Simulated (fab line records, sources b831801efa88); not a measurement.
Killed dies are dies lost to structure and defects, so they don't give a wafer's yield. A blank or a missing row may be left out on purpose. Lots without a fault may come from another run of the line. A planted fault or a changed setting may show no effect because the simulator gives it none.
A struck lot beside a sound one | flow sky130 | 43 steps out of a route of 708
Sound: wafers L927.2, L927.4, L927.6. Struck: wafer L914.2. (L914.4, L914.6 of the same lot were not struck and are left out.) The cause comes at the end.
At each step with rows: each side's tool, then ch and its chambers, then its first start. Under that, the readings that differ: sound wafers | struck wafers | difference of the means | sigmas: that difference in standard deviations of wafers without a fault.
alike: readings whose means differ by less than 2 such deviations, and words and numbers that are the same on both sides. not compared: withheld readings, readings that some wafer has no value for, bounds like >300 that may hide the same value, and numbers for which the record gives no deviation and whose values overlap.
The two part at a step that has a row with sigmas, a row that says differs or no value, or rows on one side only. Numbers that don't overlap but have no deviation are shown without sigmas and don't part them. A reading that every wafer of one side lacks parts them only if that side has two wafers or more.

first, 5 steps without rows for these wafers: SKY_LI_CONTACT_COAT_07 (resist thk 450 nm); SKY_LI_CONTACT_SOFTBAKE_08 (time 90 s); SKY_LI_CONTACT_EXPOSE_09 (exposes mask LICM1, target cd 170 nm); SKY_LI_CONTACT_PEB_10; SKY_LI_CONTACT_DEVELOP_11 (develop time 60 s).
SKY_LI_CONTACT_CD_MEAS_12: target cd 170 nm.
  sound on cd_sem-02, day 35 11:32; struck on cd_sem-02, day 31 03:23
  alike: cd_nm
SKY_LI_CONTACT_OVL_MEAS_13:
  sound on overlay-02, day 35 11:38; struck on overlay-02, day 31 03:29
  reading             | sound   | struck | difference | sigmas
  LI_CONTACT_OVL (nm) | 0 -3 -1 | 13     | +14        | +2
then, 1 step without rows for these wafers: SKY_LI_CONTACT_ETCH_14 (etches BARC in N2/H2, stops on SiO2, time 45.9 s, target depth 60 nm).
SKY_LI_CONTACT_ETCH_15: etches PSG in C4F8/O2/Ar, stops on Si, target depth 600 nm.
  sound on rie_diel-02 ch 0,1,2, day 35 11:43; struck on rie_diel-04 ch 1, day 31 03:34
  alike: oes_product_au
SKY_LI_CONTACT_STRIP_16: strips in O2/N2.
  sound on plasma_asher-03 ch 0,1, day 35 11:48; struck on plasma_asher-04 ch 1, day 31 03:39
  alike: drypump_motor_current_A, oes_product_au, strip_time_to_endpoint_s
  not compared: rf_hours_counter_h
then, 2 steps without rows for these wafers: SKY_LI_CONTACT_CLEAN_17 (cleans in NMP, time 600 s); SKY_LI_CONTACT_PRE_CLEAN_18 (time 5.6 s).
SKY_LI_CONTACT_SPUTTER_19: material Ti, target thk 20 nm, time 106.37 s.
  sound on pvd_sputter-04, day 35 12:05; struck on pvd_sputter-01, day 31 03:57
  alike: throttle_valve_pct
then, 2 steps without rows for these wafers: SKY_LI_CONTACT_SPUTTER_20 (material TiN, target thk 20 nm, time 80 s); SKY_LI_CONTACT_CVD_21 (deposits W, target thk 400 nm, time 120.56 s).
SKY_LI_CONTACT_RS_MEAS_22: measures by four-point-probe.
  sound on film_metro-03, day 35 12:22; struck on film_metro-01, day 31 04:14
  alike: LI_CONTACT_W_RS
SKY_LI_CONTACT_THK_MEAS_23: measures by xrf.
  sound on film_metro-03, day 35 12:29; struck on film_metro-01, day 31 04:20
  alike: LI_CONTACT_W_THK
then, 2 steps without rows for these wafers: SKY_LI_CONTACT_CMP_24 (polishes, stops on PSG, t overpolish 20 s, target thk 0 nm); SKY_LOCAL_INTERCONNECT_SPUTTER_00 (material TiN, target thk 100 nm, time 83.3 s).
SKY_LOCAL_INTERCONNECT_RS_MEAS_01: measures by four-point-probe.
  sound on film_metro-04, day 35 12:55; struck on film_metro-04, day 31 04:46
  alike: LOCAL_INTERCONNECT_TIN_RS
SKY_LOCAL_INTERCONNECT_THK_MEAS_02: measures by xrf.
  sound on film_metro-04, day 35 13:02; struck on film_metro-04, day 31 04:53
  alike: LOCAL_INTERCONNECT_TIN_THK
then, 8 steps without rows for these wafers: SKY_LOCAL_INTERCONNECT_DEHYDRATE_03 (time 60 s); SKY_LOCAL_INTERCONNECT_HMDS_04 (prime time 60 s); SKY_LOCAL_INTERCONNECT_COAT_05 (resist thk 60 nm); SKY_LOCAL_INTERCONNECT_COAT_06 (resist thk 450 nm); SKY_LOCAL_INTERCONNECT_SOFTBAKE_07 (time 90 s); SKY_LOCAL_INTERCONNECT_EXPOSE_08 (exposes mask LI1M, target cd 170 nm); SKY_LOCAL_INTERCONNECT_PEB_09; SKY_LOCAL_INTERCONNECT_DEVELOP_10 (develop time 60 s).
SKY_LOCAL_INTERCONNECT_CD_MEAS_11: target cd 170 nm.
  sound on cd_sem-01, day 36 15:20; struck on cd_sem-02, day 32 09:02
  alike: cd_nm
SKY_LOCAL_INTERCONNECT_OVL_MEAS_12:
  sound on overlay-01, day 36 15:26; struck on overlay-01, day 32 09:08
  alike: LOCAL_INTERCONNECT_OVL
SKY_LOCAL_INTERCONNECT_ETCH_13: etches BARC in N2/H2, stops on SiO2, time 45.9 s, target depth 60 nm.
  sound on rie_metal-02 ch 0,1, day 36 15:28; struck on rie_metal-02 ch 0, day 32 09:11
  alike: drypump_motor_current_A, oes_product_au, throttle_valve_pct
  not compared: rf_hours_counter_h
then, 1 step without rows for these wafers: SKY_LOCAL_INTERCONNECT_METAL_ETCH_14 (etches TiN in Cl2/BCl3, stops on PSG, target depth 110 nm, time 31.4 s).
SKY_LOCAL_INTERCONNECT_STRIP_15: strips in O2/N2.
  sound on plasma_asher-01 ch 0, day 36 15:37; struck on plasma_asher-04 ch 0, day 32 09:24
  alike: drypump_motor_current_A, oes_product_au, strip_time_to_endpoint_s
  not compared: rf_hours_counter_h
then, 3 steps without rows for these wafers: SKY_LOCAL_INTERCONNECT_STRIP_16 (strips in post etch residue remover, time 1200 s); SKY_LOCAL_INTERCONNECT_CLEAN_17 (cleans in IPA, time 180 s); SKY_LOCAL_INTERCONNECT_CLEAN_18 (cleans in O3/DIW).
SKY_CONTACT_CVD_00: deposits Si3N4, target thk 75 nm.
  sound on pecvd-03 ch 0,1, day 36 16:13; struck on pecvd-04 ch 1, day 32 10:02
  alike: heater_power_w, susceptor_temp_C
SKY_CONTACT_THK_MEAS_01:
  sound on film_metro-04, day 36 16:16; struck on film_metro-03, day 32 10:05
  alike: CONTACT_CVD_00_THK
then, 1 step without rows for these wafers: SKY_CONTACT_HDPCVD_02 (deposits SiO2, target thk 565 nm, time 94.2 s).
SKY_CONTACT_THK_MEAS_03:
  sound on film_metro-02, day 36 16:23; struck on film_metro-02, day 32 10:14
  alike: CONTACT_HDPCVD_THK
then, 1 step without rows for these wafers: SKY_CONTACT_CMP_04 (polishes SiO2).
-- the record jumps here: 15 days lie between the struck wafers' starts before and after (it left off in module CONTACT and takes up again in module PAD_OPEN, whose first step shown is number 708 of the route) --
SKY_PAD_OPEN_PROBE_99:
  sound on prober-02, day 50 13:02; struck on prober-02, day 47 08:45
  reading             | sound    | struck | difference | sigmas
  killed_at_M4_up     | 4 1 4    | 7      | +4         | +3
  killed_at_contacts  | 23 33 28 | 54     | +26        | +5
  killed_at_front_end | 10 18 11 | 32     | +19        | +4
  killed_dies         | 78 97 85 | 130    | +43        | +5
  killed_on_rim       | 7 22 14  | 30     | +16        | +4
  alike: killed_at_M0_to_M3, killed_at_other, killed_open, killed_short

WHERE THEY PART
First at SKY_LI_CONTACT_OVL_MEAS_13; last, within this record, at SKY_PAD_OPEN_PROBE_99.

WHY: what the simulator had put in
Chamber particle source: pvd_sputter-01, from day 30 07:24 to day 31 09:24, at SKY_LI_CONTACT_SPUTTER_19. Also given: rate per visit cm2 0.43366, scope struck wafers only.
